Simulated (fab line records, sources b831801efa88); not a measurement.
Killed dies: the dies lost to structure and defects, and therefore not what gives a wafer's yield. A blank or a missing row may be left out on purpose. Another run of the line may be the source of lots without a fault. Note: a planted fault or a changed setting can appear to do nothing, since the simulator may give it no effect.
Matching of chambers | flow gf180mcu | GF_V1_CMP_26 on cmp-01 has 4 sister chambers
The step polishes, stops on SiO2, t overpolish 15 s, target thk 0 nm. 33 wafers are shown with their chamber, then 12 later ones without.

## EACH WAFER AND ITS CHAMBER
wafer  | chamber | motorCurrentA (A) | timeToEndpointS (s) | edgeZonePressureFrac
L076.1 | 2       | 11.1              | 79.3                | 1.005
L076.2 | 1       | 10.7              | 79.6                | 1.007
L076.3 | 3       | 12.5              | 78.5                | 0.995
L079.2 | 3       | 12.1              | 83.2                | 0.999
L079.3 | 2       | 11.0              | 84.8                | 1.008
L079.5 | 3       | 11.9              | 81.5                | 1.002
L081.1 | 1       | 11.1              | 82.0                | 0.990
L081.2 | 2       | 10.8              | 79.1                | 1.003
L081.3 | 0       | 12.1              | 84.0                | 1.003
L082.3 | 2       | 10.5              | 83.2                | 1.002
L082.5 | 2       | 10.8              | 81.5                | 0.998
L082.6 | 3       | 12.5              | 83.9                | 1.001
L083.2 | 0       | 11.7              | 85.0                | 0.999
L083.3 | 2       | 10.6              | 85.7                | 0.996
L083.5 | 3       | 12.1              | 85.0                | 0.994
L085.1 | 2       | 10.8              | 82.4                | 1.000
L085.3 | 1       | 10.9              | 84.7                | 1.000
L085.4 | 0       | 11.7              | 84.9                | 0.994
L086.3 | 2       | 10.7              | 78.0                | 1.002
L086.5 | 1       | 11.5              | 81.1                | 0.996
L086.6 | 0       | 11.7              | 84.5                | 0.996
L088.1 | 3       | 12.1              | 86.5                | 1.002
L088.2 | 0       | 12.0              | 81.7                | 0.994
L088.6 | 3       | 11.8              | 84.2                | 0.999
L089.2 | 3       | 11.3              | 87.3                | 1.000
L089.4 | 1       | 10.7              | 88.4                | 1.003
L089.5 | 1       | 11.2              | 87.2                | 0.995
L090.1 | 3       | 12.0              | 79.3                | 1.003
L090.3 | 0       | 11.4              | 85.1                | 0.998
L090.6 | 2       | 11.3              | 77.0                | 1.002
L093.1 | 1       | 11.1              | 87.6                | 0.999
L093.2 | 2       | 10.8              | 83.6                | 1.003
L093.5 | 0       | 11.5              | 85.9                | 0.999

SIGNATURES (means of the wafers above)
reading              | chamber 0 | chamber 1 | chamber 2 | chamber 3 | scatter within a chamber
motorCurrentA        | 11.729    | 11.029    | 10.840    | 12.033    | 0.29
timeToEndpointS      | 84.443    | 84.371    | 81.460    | 83.267    | 2.86
edgeZonePressureFrac | 0.99757   | 0.99857   | 1.00190   | 0.99944   | 0.00384
Rule: a wafer lies at a distance from a chamber equal to the root of the sum of squares, over the readings, of (its reading less the chamber's mean, divided by the reading's scatter). If the next closest chamber is less than 2 further off than the closest, the wafer can't be placed; otherwise it belongs to the closest. How the scatter is found: for the shown wafers, subtract from each reading the mean of its chamber, square and add these, divide the total by (wafers less chambers), then take the root.

## WAFERS WHOSE CHAMBER IS MISSING
wafer  | motorCurrentA (A) | timeToEndpointS (s) | edgeZonePressureFrac
L094.1 | 11.8              | 84.1                | 1.001
L094.4 | 11.1              | 84.4                | 0.992
L094.6 | 11.6              | 84.3                | 0.997
L095.2 | 10.9              | 80.0                | 1.000
L095.4 | 11.0              | 83.1                | 0.994
L095.6 | 11.3              | 84.1                | 0.997
L096.2 | 10.3              | 80.2                | 1.006
L096.3 | 12.4              | 81.0                | 1.003
L096.5 | 11.0              | 81.2                | 1.007
L097.2 | 12.4              | 86.8                | 0.998
L097.3 | 11.3              | 87.8                | 1.003
L097.6 | 11.7              | 88.4                | 0.998

## WHICH CHAMBER EACH WENT THROUGH
wafer  | from the rows above               | in truth
L094.1 | can't be placed: 0 or 3 or 1      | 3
L094.4 | can't be placed: 1 or 0 or 2      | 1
L094.6 | can't be placed: 0 or 3 or 1      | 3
L095.2 | can't be placed: 2 or 1           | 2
L095.4 | can't be placed: 1 or 2 or 0      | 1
L095.6 | can't be placed: 1 or 0 or 2 or 3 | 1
L096.2 | can't be placed: 2 or 1           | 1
L096.3 | can't be placed: 3 or 0           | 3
L096.5 | can't be placed: 2 or 1           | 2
L097.2 | can't be placed: 3 or 0           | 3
L097.3 | can't be placed: 1 or 0 or 2 or 3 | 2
L097.6 | can't be placed: 0 or 3 or 1      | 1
0 of 12 placed correctly. From these rows, 12 cannot be placed; in 12 the true chamber is one of the candidates. Number placed wrongly: 0.
